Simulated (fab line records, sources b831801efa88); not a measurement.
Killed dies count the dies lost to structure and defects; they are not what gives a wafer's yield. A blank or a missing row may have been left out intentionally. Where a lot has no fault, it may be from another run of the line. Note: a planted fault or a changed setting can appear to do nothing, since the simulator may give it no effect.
Matching of chambers :: flow sky130 :: cmp-01 running SKY_VIA4_CMP_02: 4 sister chambers
The step polishes SiO2. 45 wafers are shown with their chamber, then 12 later ones without.

WAFERS WITH THEIR CHAMBER
wafer: L076.3
chamber: 3
motor_current_A (A): 11.5

wafer: L076.4
chamber: 0
motor_current_A (A): 12.6

wafer: L076.5
chamber: 3
motor_current_A (A): 11.2

wafer: L077.1
chamber: 0
motor_current_A (A): 12.1

wafer: L077.3
chamber: 1
motor_current_A (A): 10.5

wafer: L077.4
chamber: 3
motor_current_A (A): 11.5

wafer: L078.1
chamber: 0
motor_current_A (A): 12.0

wafer: L078.2
chamber: 3
motor_current_A (A): 12.1

wafer: L078.5
chamber: 0
motor_current_A (A): 12.5

wafer: L078.3
chamber: 1
motor_current_A (A): 9.9

wafer: L078.4
chamber: 2
motor_current_A (A): 12.8

wafer: L078.6
chamber: 1
motor_current_A (A): 10.4

wafer: L079.1
chamber: 2
motor_current_A (A): 12.1

wafer: L079.2
chamber: 3
motor_current_A (A): 11.4

wafer: L079.3
chamber: 0
motor_current_A (A): 12.6

wafer: L079.4
chamber: 1
motor_current_A (A): 9.3

wafer: L079.5
chamber: 1
motor_current_A (A): 9.7

wafer: L079.6
chamber: 0
motor_current_A (A): 12.2

wafer: L080.1
chamber: 3
motor_current_A (A): 11.4

wafer: L080.2
chamber: 2
motor_current_A (A): 12.4

wafer: L080.6
chamber: 0
motor_current_A (A): 11.9

wafer: L081.1
chamber: 2
motor_current_A (A): 12.8

wafer: L081.2
chamber: 1
motor_current_A (A): 10.7

wafer: L081.5
chamber: 3
motor_current_A (A): 11.3

wafer: L085.1
chamber: 3
motor_current_A (A): 10.7

wafer: L085.4
chamber: 2
motor_current_A (A): 12.2

wafer: L085.6
chamber: 2
motor_current_A (A): 11.8

wafer: L083.1
chamber: 0
motor_current_A (A): 11.7

wafer: L083.3
chamber: 3
motor_current_A (A): 11.5

wafer: L083.5
chamber: 0
motor_current_A (A): 11.9

wafer: L088.2
chamber: 2
motor_current_A (A): 11.9

wafer: L088.3
chamber: 3
motor_current_A (A): 11.5

wafer: L088.6
chamber: 0
motor_current_A (A): 12.1

wafer: L090.1
chamber: 3
motor_current_A (A): 12.3

wafer: L090.3
chamber: 2
motor_current_A (A): 12.1

wafer: L090.5
chamber: 2
motor_current_A (A): 12.2

wafer: L091.3
chamber: 3
motor_current_A (A): 11.4

wafer: L091.4
chamber: 1
motor_current_A (A): 9.8

wafer: L091.6
chamber: 2
motor_current_A (A): 12.6

wafer: L091.1
chamber: 2
motor_current_A (A): 12.9

wafer: L091.2
chamber: 0
motor_current_A (A): 11.8

wafer: L091.5
chamber: 1
motor_current_A (A): 10.5

wafer: L093.1
chamber: 3
motor_current_A (A): 11.1

wafer: L093.3
chamber: 1
motor_current_A (A): 9.9

wafer: L093.4
chamber: 2
motor_current_A (A): 12.6

SIGNATURES (averages over the wafers above)
reading: motor_current_A
chamber 0: 12.127
chamber 1: 10.078
chamber 2: 12.367
chamber 3: 11.454
scatter within a chamber: 0.388
Rule: distance of a wafer from a chamber = root of the sum over the readings of ((wafer's reading minus chamber's mean) / reading's scatter) squared. If the next closest chamber is less than 2 further off than the closest, the wafer can't be placed; otherwise it belongs to the closest. The scatter: the root of (the sum of the squares of (reading less its chamber's mean) over the shown wafers, divided by (wafers less chambers)).

WAFERS WITH NO CHAMBER GIVEN
wafer: L095.1
motor_current_A (A): 10.4

wafer: L095.3
motor_current_A (A): 11.2

wafer: L095.6
motor_current_A (A): 9.8

wafer: L095.2
motor_current_A (A): 11.9

wafer: L095.4
motor_current_A (A): 12.2

wafer: L095.5
motor_current_A (A): 12.3

wafer: L096.1
motor_current_A (A): 11.6

wafer: L096.3
motor_current_A (A): 10.0

wafer: L096.5
motor_current_A (A): 11.7

wafer: L097.2
motor_current_A (A): 11.4

wafer: L097.3
motor_current_A (A): 12.9

wafer: L097.6
motor_current_A (A): 12.0

THE CHAMBER EACH PASSED THROUGH
wafer: L095.1
from the rows above: can't be placed: 1 or 3
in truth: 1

wafer: L095.3
from the rows above: can't be placed: 3 or 0
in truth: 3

wafer: L095.6
from the rows above: 1
in truth: 1

wafer: L095.2
from the rows above: can't be placed: 0 or 3 or 2
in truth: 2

wafer: L095.4
from the rows above: can't be placed: 0 or 2 or 3
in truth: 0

wafer: L095.5
from the rows above: can't be placed: 2 or 0
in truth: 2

wafer: L096.1
from the rows above: can't be placed: 3 or 0 or 2
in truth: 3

wafer: L096.3
from the rows above: 1
in truth: 1

wafer: L096.5
from the rows above: can't be placed: 3 or 0 or 2
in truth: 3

wafer: L097.2
from the rows above: can't be placed: 3 or 0
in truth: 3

wafer: L097.3
from the rows above: can't be placed: 2 or 0
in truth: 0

wafer: L097.6
from the rows above: can't be placed: 0 or 2 or 3
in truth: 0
Correctly placed: 2 of 12. Unplaceable from these rows: 10, with the true chamber sitting among the candidates in 10. Wrongly placed: 0.
